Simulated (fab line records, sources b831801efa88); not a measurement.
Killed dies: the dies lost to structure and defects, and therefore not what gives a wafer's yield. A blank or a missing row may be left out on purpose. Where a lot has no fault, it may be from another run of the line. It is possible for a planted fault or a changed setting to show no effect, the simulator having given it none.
fab line records :: flow gf180mcu :: part 2 of 2: steps 26 to 35 of 35
[record]
  lots = 5
  wafers = 15
  lastDay = 31
route steps=602 shown M5@534 V5@540 TOP_METAL@567
lots with no fault: from the same line, run without faults
startH: start of the lot's first displayed wafer, in hours after the record's first day :: waitH: time in hours since the lot's previous step :: " the same as in the row above :: L1.1+2: a row that stands for several wafers :: - either no value or no given start :: * or withheld: withheld :: < > ~ a bound
route shown NAME@n: NAME is a module with steps in the file, n the number in the route of the first one :: usual: the fault-free wafers' mean and standard deviation :: same: alike in all rows :: chamber/n: place in a boat :: sites: readings site by site :: _std_site: their standard deviation :: _edge_site: the outer-site mean with the inner-site mean subtracted :: radiusMm: how far each site lies from the wafer's centre :: mask NAME#n: copy n :: behind: the tool/chamber that last shaped the wafer :: hold: why the lot went on hold/how many hours it stayed there/how the hold came to an end :: device: names the non-switching transistor (n, p or np) :: end of line: tests run on the same wafers once the route is complete :: a step without rows: its recipe alone :: killed: count of dies lost to structure and defects at first sort (not the wafer's yield) :: map: shows each die of a wafer: x if killed, . if not, _ if none is there
set.NAME: the setting the step ran with; set.NAME@STEP: the setting that earlier step ran with :: model.NAME: the simulator's own value behind a step, which no gauge read
certain route steps with their lots: each step a table, each wafer a row
services: the hour from which a tool's chamber was out of use, counted from the record's first day as startH (under 0 if before that day), plus the number of hours and why
[[steps]]
[step GF_V5_STRIP_19]
[recipe]
  chemistry = postEtchResidueRemover
  timeS = 1200
  tempC = 72.5
lot.wafer: L074.2+3+4
tool: wetBench-04
chamber: 3
startH: 630.07
waitH: 0.1

lot.wafer: L076.1+3+4
tool: wetBench-03
chamber: 3
startH: 648.92
waitH: 0.1

lot.wafer: L077.1+2+4
tool: wetBench-03
chamber: 0
startH: 658.87
waitH: 0.1

lot.wafer: L083.1+4+5
tool: wetBench-02
chamber: 3
startH: 700.07
waitH: 0.1

lot.wafer: L084.2+3+4
tool: wetBench-04
chamber: 3
startH: 705.67
waitH: 0.1
[step GF_V5_CLEAN_20]
[recipe]
  chemistry = DIW
  dry = n2Spin
lot.wafer: L074.2+3+4
tool: wetBench-02
chamber: 3
startH: 630.41
waitH: 0.0

lot.wafer: L076.1+3+4
tool: wetBench-02
chamber: 3
startH: 649.30
waitH: 0.0

lot.wafer: L077.1+2+4
tool: wetBench-04
chamber: 1
startH: 659.25
waitH: 0.0

lot.wafer: L083.1+4+5
tool: wetBench-04
chamber: 2
startH: 700.44
waitH: 0.0

lot.wafer: L084.2+3+4
tool: wetBench-02
chamber: 2
startH: 706.01
waitH: 0.0
[step GF_V5_SPUTTER_21]
[recipe]
  material = Ti
  targetThkNm = 15
  chamberPressurePa = 5
  powerW = 2500
  substrateTempC = 200
  timeS = 80.02
[usual]
  throttleValvePct = 30.2/1
lot.wafer: L074.2
tool: pvdSputter-04
chamber: -
startH: 630.51
waitH: 0.0
throttleValvePct: 28.6

lot.wafer: L074.3
tool: pvdSputter-04
chamber: -
startH: 630.51
waitH: 0.0
throttleValvePct: 29.7

lot.wafer: L074.4
tool: pvdSputter-04
chamber: -
startH: 630.51
waitH: 0.0
throttleValvePct: 29.4

lot.wafer: L076.1
tool: pvdSputter-03
chamber: -
startH: 649.40
waitH: 0.0
throttleValvePct: 30.8

lot.wafer: L076.3
tool: pvdSputter-03
chamber: -
startH: 649.40
waitH: 0.0
throttleValvePct: 28.5

lot.wafer: L076.4
tool: pvdSputter-03
chamber: -
startH: 649.40
waitH: 0.0
throttleValvePct: 29.6

lot.wafer: L077.1
tool: pvdSputter-04
chamber: -
startH: 659.34
waitH: 0.0
throttleValvePct: 28.7

lot.wafer: L077.2
tool: pvdSputter-04
chamber: -
startH: 659.34
waitH: 0.0
throttleValvePct: 29.5

lot.wafer: L077.4
tool: pvdSputter-04
chamber: -
startH: 659.34
waitH: 0.0
throttleValvePct: 32.0

lot.wafer: L083.1
tool: pvdSputter-04
chamber: -
startH: 700.53
waitH: 0.0
throttleValvePct: 29.8

lot.wafer: L083.4
tool: pvdSputter-04
chamber: -
startH: 700.53
waitH: 0.0
throttleValvePct: 29.5

lot.wafer: L083.5
tool: pvdSputter-04
chamber: -
startH: 700.53
waitH: 0.0
throttleValvePct: 28.7

lot.wafer: L084.2
tool: pvdSputter-04
chamber: -
startH: 706.11
waitH: 0.0
throttleValvePct: 29.4

lot.wafer: L084.3
tool: pvdSputter-04
chamber: -
startH: 706.11
waitH: 0.0
throttleValvePct: 28.6

lot.wafer: L084.4
tool: pvdSputter-04
chamber: -
startH: 706.11
waitH: 0.0
throttleValvePct: 29.9
[step GF_V5_SPUTTER_22]
[recipe]
  material = TiN
  targetThkNm = 10
  chamberPressurePa = 5
  powerW = 4000
  timeS = 40
[usual]
  throttleValvePct = 30.2/0.97
lot.wafer: L074.2
tool: pvdSputter-04
chamber: -
startH: 630.57
waitH: 0.0
throttleValvePct: 28.6

lot.wafer: L074.3
tool: pvdSputter-04
chamber: -
startH: 630.57
waitH: 0.0
throttleValvePct: 29.9

lot.wafer: L074.4
tool: pvdSputter-04
chamber: -
startH: 630.57
waitH: 0.0
throttleValvePct: 29.5

lot.wafer: L076.1
tool: pvdSputter-03
chamber: -
startH: 649.46
waitH: 0.0
throttleValvePct: 30.7

lot.wafer: L076.3
tool: pvdSputter-03
chamber: -
startH: 649.46
waitH: 0.0
throttleValvePct: 28.5

lot.wafer: L076.4
tool: pvdSputter-03
chamber: -
startH: 649.46
waitH: 0.0
throttleValvePct: 29.3

lot.wafer: L077.1
tool: pvdSputter-04
chamber: -
startH: 659.40
waitH: 0.0
throttleValvePct: 28.6

lot.wafer: L077.2
tool: pvdSputter-04
chamber: -
startH: 659.40
waitH: 0.0
throttleValvePct: 29.5

lot.wafer: L077.4
tool: pvdSputter-04
chamber: -
startH: 659.40
waitH: 0.0
throttleValvePct: 32.0

lot.wafer: L083.1
tool: pvdSputter-04
chamber: -
startH: 700.59
waitH: 0.0
throttleValvePct: 29.7

lot.wafer: L083.4
tool: pvdSputter-04
chamber: -
startH: 700.59
waitH: 0.0
throttleValvePct: 29.4

lot.wafer: L083.5
tool: pvdSputter-04
chamber: -
startH: 700.59
waitH: 0.0
throttleValvePct: 28.9

lot.wafer: L084.2
tool: pvdSputter-04
chamber: -
startH: 706.17
waitH: 0.0
throttleValvePct: 29.5

lot.wafer: L084.3
tool: pvdSputter-04
chamber: -
startH: 706.17
waitH: 0.0
throttleValvePct: 28.7

lot.wafer: L084.4
tool: pvdSputter-04
chamber: -
startH: 706.17
waitH: 0.0
throttleValvePct: 29.9
[step GF_V5_CVD_23]
[recipe]
  material = W
  targetThkNm = 350
  timeS = 104.9
  tempC = 400
  pressureTorr = 40
[usual]
  heaterPowerW = 874/93
lot.wafer: L074.2
tool: cvdW-02
chamber: 1
startH: 630.61
waitH: 0.0
heaterPowerW: 789

lot.wafer: L074.3
tool: cvdW-02
chamber: 0
startH: 630.61
waitH: 0.0
heaterPowerW: 812

lot.wafer: L074.4
tool: cvdW-02
chamber: 1
startH: 630.61
waitH: 0.0
heaterPowerW: 775

lot.wafer: L076.1
tool: cvdW-01
chamber: 1
startH: 649.50
waitH: 0.0
heaterPowerW: 839

lot.wafer: L076.3
tool: cvdW-01
chamber: 0
startH: 649.50
waitH: 0.0
heaterPowerW: 1009

lot.wafer: L076.4
tool: cvdW-01
chamber: 1
startH: 649.50
waitH: 0.0
heaterPowerW: 828

lot.wafer: L077.1
tool: cvdW-02
chamber: 1
startH: 659.44
waitH: 0.0
heaterPowerW: 778

lot.wafer: L077.2
tool: cvdW-02
chamber: 0
startH: 659.44
waitH: 0.0
heaterPowerW: 810

lot.wafer: L077.4
tool: cvdW-02
chamber: 1
startH: 659.44
waitH: 0.0
heaterPowerW: 773

lot.wafer: L083.1
tool: cvdW-01
chamber: 0
startH: 700.63
waitH: 0.0
heaterPowerW: 1046

lot.wafer: L083.4
tool: cvdW-01
chamber: 0
startH: 700.63
waitH: 0.0
heaterPowerW: 1014

lot.wafer: L083.5
tool: cvdW-01
chamber: 0
startH: 700.63
waitH: 0.0
heaterPowerW: 996

lot.wafer: L084.2
tool: cvdW-02
chamber: 0
startH: 706.21
waitH: 0.0
heaterPowerW: 800

lot.wafer: L084.3
tool: cvdW-02
chamber: 1
startH: 706.21
waitH: 0.0
heaterPowerW: 785

lot.wafer: L084.4
tool: cvdW-02
chamber: 0
startH: 706.21
waitH: 0.0
heaterPowerW: 804
[step GF_V5_RS_MEAS_24]
[recipe]
  thkMeasGauge = four-point-probe
  reads = W_of_V5_CVD_23+TiN_of_V5_SPUTTER_22+Ti_of_V5_SPUTTER_21
[usual]
  V5_W_RS = 0.323/0.0062
lot.wafer: L074.2
tool: filmMetro-02
chamber: -
startH: 630.74
waitH: 0.1
V5_W_RS[ohm/sq]: 0.320

lot.wafer: L074.3
tool: filmMetro-02
chamber: -
startH: 630.74
waitH: 0.1
V5_W_RS[ohm/sq]: 0.325

lot.wafer: L074.4
tool: filmMetro-02
chamber: -
startH: 630.74
waitH: 0.1
V5_W_RS[ohm/sq]: 0.316

lot.wafer: L076.1
tool: filmMetro-04
chamber: -
startH: 649.61
waitH: 0.1
V5_W_RS[ohm/sq]: 0.331

lot.wafer: L076.3
tool: filmMetro-04
chamber: -
startH: 649.61
waitH: 0.1
V5_W_RS[ohm/sq]: 0.329

lot.wafer: L076.4
tool: filmMetro-04
chamber: -
startH: 649.61
waitH: 0.1
V5_W_RS[ohm/sq]: 0.330

lot.wafer: L077.1
tool: filmMetro-02
chamber: -
startH: 659.55
waitH: 0.1
V5_W_RS[ohm/sq]: 0.321

lot.wafer: L077.2
tool: filmMetro-02
chamber: -
startH: 659.55
waitH: 0.1
V5_W_RS[ohm/sq]: 0.331

lot.wafer: L077.4
tool: filmMetro-02
chamber: -
startH: 659.55
waitH: 0.1
V5_W_RS[ohm/sq]: 0.321

lot.wafer: L083.1
tool: filmMetro-03
chamber: -
startH: 700.86
waitH: 0.2
V5_W_RS[ohm/sq]: 0.329

lot.wafer: L083.4
tool: filmMetro-03
chamber: -
startH: 700.86
waitH: 0.2
V5_W_RS[ohm/sq]: 0.328

lot.wafer: L083.5
tool: filmMetro-03
chamber: -
startH: 700.86
waitH: 0.2
V5_W_RS[ohm/sq]: 0.329

lot.wafer: L084.2
tool: filmMetro-03
chamber: -
startH: 706.34
waitH: 0.1
V5_W_RS[ohm/sq]: 0.324

lot.wafer: L084.3
tool: filmMetro-03
chamber: -
startH: 706.34
waitH: 0.1
V5_W_RS[ohm/sq]: 0.318

lot.wafer: L084.4
tool: filmMetro-03
chamber: -
startH: 706.34
waitH: 0.1
V5_W_RS[ohm/sq]: 0.325
[step GF_V5_THK_MEAS_25]
[recipe]
  thkMeasGauge = xrf
  reads = W_of_V5_CVD_23
[usual]
  V5_W_THK = 352/9.1
lot.wafer: L074.2
tool: filmMetro-02
chamber: -
startH: 630.85
waitH: 0.1
V5_W_THK[nm]: 357

lot.wafer: L074.3
tool: filmMetro-02
chamber: -
startH: 630.85
waitH: 0.1
V5_W_THK[nm]: 353

lot.wafer: L074.4
tool: filmMetro-02
chamber: -
startH: 630.85
waitH: 0.1
V5_W_THK[nm]: 363

lot.wafer: L076.1
tool: filmMetro-04
chamber: -
startH: 649.73
waitH: 0.1
V5_W_THK[nm]: 343

lot.wafer: L076.3
tool: filmMetro-04
chamber: -
startH: 649.73
waitH: 0.1
V5_W_THK[nm]: 343

lot.wafer: L076.4
tool: filmMetro-04
chamber: -
startH: 649.73
waitH: 0.1
V5_W_THK[nm]: 345

lot.wafer: L077.1
tool: filmMetro-02
chamber: -
startH: 659.67
waitH: 0.1
V5_W_THK[nm]: 358

lot.wafer: L077.2
tool: filmMetro-02
chamber: -
startH: 659.67
waitH: 0.1
V5_W_THK[nm]: 345

lot.wafer: L077.4
tool: filmMetro-02
chamber: -
startH: 659.67
waitH: 0.1
V5_W_THK[nm]: 361

lot.wafer: L083.1
tool: filmMetro-03
chamber: -
startH: 700.98
waitH: 0.1
V5_W_THK[nm]: 340

lot.wafer: L083.4
tool: filmMetro-03
chamber: -
startH: 700.98
waitH: 0.1
V5_W_THK[nm]: 340

lot.wafer: L083.5
tool: filmMetro-03
chamber: -
startH: 700.98
waitH: 0.1
V5_W_THK[nm]: 338

lot.wafer: L084.2
tool: filmMetro-03
chamber: -
startH: 706.45
waitH: 0.1
V5_W_THK[nm]: 345

lot.wafer: L084.3
tool: filmMetro-03
chamber: -
startH: 706.45
waitH: 0.1
V5_W_THK[nm]: 351

lot.wafer: L084.4
tool: filmMetro-03
chamber: -
startH: 706.45
waitH: 0.1
V5_W_THK[nm]: 341
[step GF_V5_CMP_26]
[recipe]
  stopOn = SiO2
  downForcePsi = 3.5
  platenRpm = 60
  tOverpolishS = 15
  targetThkNm = 0
  padVelocityMS = 0.94248
[usual]
  motorCurrentA = 10.1/1.3
  overpolishRunS = 14.999/0.0082
  platenRpm = 60.00/0.04
  timeToEndpointS = 86/4.3
lot.wafer: L074.4
tool: cmp-02
chamber: 2
startH: 630.95
waitH: 0.1
motorCurrentA: 10.1
overpolishRunS: 14.989
platenRpm: 59.96
timeToEndpointS: 84

lot.wafer: L074.3
tool: cmp-02
chamber: 3
startH: 630.95
waitH: 0.1
motorCurrentA: 12.0
overpolishRunS: 14.996
platenRpm: 60.04
timeToEndpointS: 84

lot.wafer: L074.2
tool: cmp-02
chamber: 0
startH: 630.95
waitH: 0.1
motorCurrentA: 7.9
overpolishRunS: 14.987
platenRpm: 59.97
timeToEndpointS: 88

lot.wafer: L076.3
tool: cmp-02
chamber: 0
startH: 649.79
waitH: 0.0
motorCurrentA: 8.1
overpolishRunS: 14.984
platenRpm: 60.06
timeToEndpointS: 86

lot.wafer: L076.1
tool: cmp-02
chamber: 2
startH: 649.79
waitH: 0.0
motorCurrentA: 9.2
overpolishRunS: 14.997
platenRpm: 59.96
timeToEndpointS: 80

lot.wafer: L076.4
tool: cmp-02
chamber: 3
startH: 649.79
waitH: 0.0
motorCurrentA: 11.5
overpolishRunS: 14.997
platenRpm: 59.98
timeToEndpointS: 86

lot.wafer: L077.4
tool: cmp-01
chamber: 3
startH: 659.78
waitH: 0.1
motorCurrentA: 10.8
overpolishRunS: 14.985
platenRpm: 59.99
timeToEndpointS: 79

lot.wafer: L077.1
tool: cmp-01
chamber: 0
startH: 659.78
waitH: 0.1
motorCurrentA: 10.1
overpolishRunS: 15.001
platenRpm: 60.00
timeToEndpointS: 90

lot.wafer: L077.2
tool: cmp-01
chamber: 1
startH: 659.78
waitH: 0.1
motorCurrentA: 11.3
overpolishRunS: 14.983
platenRpm: 59.99
timeToEndpointS: 81

lot.wafer: L083.4
tool: cmp-02
chamber: 3
startH: 701.04
waitH: 0.0
motorCurrentA: 12.0
overpolishRunS: 14.997
platenRpm: 59.97
timeToEndpointS: 90

lot.wafer: L083.1
tool: cmp-02
chamber: 0
startH: 701.04
waitH: 0.0
motorCurrentA: 7.8
overpolishRunS: 14.999
platenRpm: 59.96
timeToEndpointS: 90

lot.wafer: L083.5
tool: cmp-02
chamber: 0
startH: 701.04
waitH: 0.0
motorCurrentA: 8.0
overpolishRunS: 15.003
platenRpm: 59.99
timeToEndpointS: 89

lot.wafer: L084.2
tool: cmp-02
chamber: 2
startH: 706.50
waitH: 0.0
motorCurrentA: 9.7
overpolishRunS: 15.001
platenRpm: 60.03
timeToEndpointS: 87

lot.wafer: L084.4
tool: cmp-02
chamber: 0
startH: 706.50
waitH: 0.0
motorCurrentA: 7.6
overpolishRunS: 14.994
platenRpm: 59.99
timeToEndpointS: 94

lot.wafer: L084.3
tool: cmp-02
chamber: 1
startH: 706.50
waitH: 0.0
motorCurrentA: 11.8
overpolishRunS: 15.014
platenRpm: 60.03
timeToEndpointS: 94
[step GF_TOP_METAL_SPUTTER_00]
[recipe]
  material = Ti
  targetThkNm = 37.5
  arrivingIonEnergyEv = 80
  substrateTempC = 200
  chamberPressurePa = 2
  powerW = 4000
  timeS = 150
[usual]
  throttleValvePct = 30.0/0.73
lot.wafer: L074.2
tool: pvdSputter-03
chamber: -
startH: 631.20
waitH: 0.1
throttleValvePct: 29.4

lot.wafer: L074.3
tool: pvdSputter-03
chamber: -
startH: 631.20
waitH: 0.1
throttleValvePct: 28.7

lot.wafer: L074.4
tool: pvdSputter-03
chamber: -
startH: 631.20
waitH: 0.1
throttleValvePct: 31.0

lot.wafer: L076.1
tool: pvdSputter-01
chamber: -
startH: 650.09
waitH: 0.1
throttleValvePct: 29.6

lot.wafer: L076.3
tool: pvdSputter-01
chamber: -
startH: 650.09
waitH: 0.1
throttleValvePct: 30.8

lot.wafer: L076.4
tool: pvdSputter-01
chamber: -
startH: 650.09
waitH: 0.1
throttleValvePct: 30.0

lot.wafer: L077.1
tool: pvdSputter-02
chamber: -
startH: 660.03
waitH: 0.1
throttleValvePct: 29.9

lot.wafer: L077.2
tool: pvdSputter-02
chamber: -
startH: 660.03
waitH: 0.1
throttleValvePct: 30.5

lot.wafer: L077.4
tool: pvdSputter-02
chamber: -
startH: 660.03
waitH: 0.1
throttleValvePct: 30.0

lot.wafer: L083.1
tool: pvdSputter-02
chamber: -
startH: 701.34
waitH: 0.2
throttleValvePct: 29.0

lot.wafer: L083.4
tool: pvdSputter-02
chamber: -
startH: 701.34
waitH: 0.2
throttleValvePct: 29.7

lot.wafer: L083.5
tool: pvdSputter-02
chamber: -
startH: 701.34
waitH: 0.2
throttleValvePct: 30.2

lot.wafer: L084.2
tool: pvdSputter-01
chamber: -
startH: 706.80
waitH: 0.2
throttleValvePct: 30.8

lot.wafer: L084.3
tool: pvdSputter-01
chamber: -
startH: 706.80
waitH: 0.2
throttleValvePct: 31.3

lot.wafer: L084.4
tool: pvdSputter-01
chamber: -
startH: 706.80
waitH: 0.2
throttleValvePct: 30.3
[step GF_TOP_METAL_SPUTTER_01]
[recipe]
  material = TiN
  targetThkNm = 30
  powerW = 6500
  timeS = 25
  chamberPressurePa = 0.4
[usual]
  throttleValvePct = 30.0/0.72
lot.wafer: L074.2
tool: pvdSputter-03
chamber: -
startH: 631.30
waitH: 0.1
throttleValvePct: 29.4

lot.wafer: L074.3
tool: pvdSputter-03
chamber: -
startH: 631.30
waitH: 0.1
throttleValvePct: 28.7

lot.wafer: L074.4
tool: pvdSputter-03
chamber: -
startH: 631.30
waitH: 0.1
throttleValvePct: 30.8

lot.wafer: L076.1
tool: pvdSputter-01
chamber: -
startH: 650.19
waitH: 0.1
throttleValvePct: 29.9

lot.wafer: L076.3
tool: pvdSputter-01
chamber: -
startH: 650.19
waitH: 0.1
throttleValvePct: 30.9

lot.wafer: L076.4
tool: pvdSputter-01
chamber: -
startH: 650.19
waitH: 0.1
throttleValvePct: 30.0

lot.wafer: L077.1
tool: pvdSputter-02
chamber: -
startH: 660.13
waitH: 0.1
throttleValvePct: 29.8

lot.wafer: L077.2
tool: pvdSputter-02
chamber: -
startH: 660.13
waitH: 0.1
throttleValvePct: 30.6

lot.wafer: L077.4
tool: pvdSputter-02
chamber: -
startH: 660.13
waitH: 0.1
throttleValvePct: 30.1

lot.wafer: L083.1
tool: pvdSputter-02
chamber: -
startH: 701.44
waitH: 0.1
throttleValvePct: 29.1

lot.wafer: L083.4
tool: pvdSputter-02
chamber: -
startH: 701.44
waitH: 0.1
throttleValvePct: 29.9

lot.wafer: L083.5
tool: pvdSputter-02
chamber: -
startH: 701.44
waitH: 0.1
throttleValvePct: 29.8

lot.wafer: L084.2
tool: pvdSputter-01
chamber: -
startH: 706.90
waitH: 0.1
throttleValvePct: 30.8

lot.wafer: L084.3
tool: pvdSputter-01
chamber: -
startH: 706.90
waitH: 0.1
throttleValvePct: 31.1

lot.wafer: L084.4
tool: pvdSputter-01
chamber: -
startH: 706.90
waitH: 0.1
throttleValvePct: 29.9
[[services]]
tool: pvdSputter-02
chamber: -
startH: 589.69
hours: 4.6
kind: repair

tool: pecvd-01
chamber: -
startH: 591.12
hours: 14.0
kind: pm

tool: plasmaAsher-04
chamber: -
startH: 594.65
hours: 1.2
kind: repair

tool: rieDiel-04
chamber: 0
startH: 596.75
hours: 12.5
kind: repair

tool: rieDiel-01
chamber: 2
startH: 601.94
hours: 11.7
kind: repair

tool: pecvd-01
chamber: -
startH: 605.93
hours: 1.0
kind: repair

tool: rieMetal-03
chamber: 1
startH: 606.99
hours: 8.0
kind: repair

tool: krfScanner-02
chamber: -
startH: 613.21
hours: 0.8
kind: pm

tool: cmp-02
chamber: -
startH: 618.36
hours: 3.7
kind: pm

tool: plasmaAsher-04
chamber: -
startH: 622.79
hours: 0.3
kind: repair

tool: rieDiel-02
chamber: 2
startH: 627.31
hours: 1.8
kind: repair

tool: cvdW-01
chamber: 1
startH: 628.52
hours: 1.4
kind: repair

tool: rieDiel-03
chamber: 3
startH: 631.88
hours: 2.8
kind: repair

tool: rieMetal-02
chamber: 1
startH: 635.22
hours: 14.8
kind: repair

tool: rieDiel-04
chamber: -
startH: 638.70
hours: 0.1
kind: repair

tool: krfScanner-02
chamber: -
startH: 657.52
hours: 1.0
kind: pm

tool: krfScanner-01
chamber: -
startH: 666.14
hours: 0.8
kind: pm

tool: cmp-02
chamber: -
startH: 666.99
hours: 0.9
kind: repair

tool: krfScanner-01
chamber: -
startH: 669.38
hours: 1.0
kind: pm

tool: rieDiel-03
chamber: 3
startH: 671.35
hours: 4.7
kind: repair

tool: cmp-02
chamber: -
startH: 676.09
hours: 1.5
kind: repair

tool: rieDiel-03
chamber: 0
startH: 680.67
hours: 42.8
kind: repair

tool: pvdSputter-03
chamber: -
startH: 688.94
hours: 13.0
kind: repair

tool: hdpcvd-02
chamber: -
startH: 704.84
hours: 6.0
kind: pm
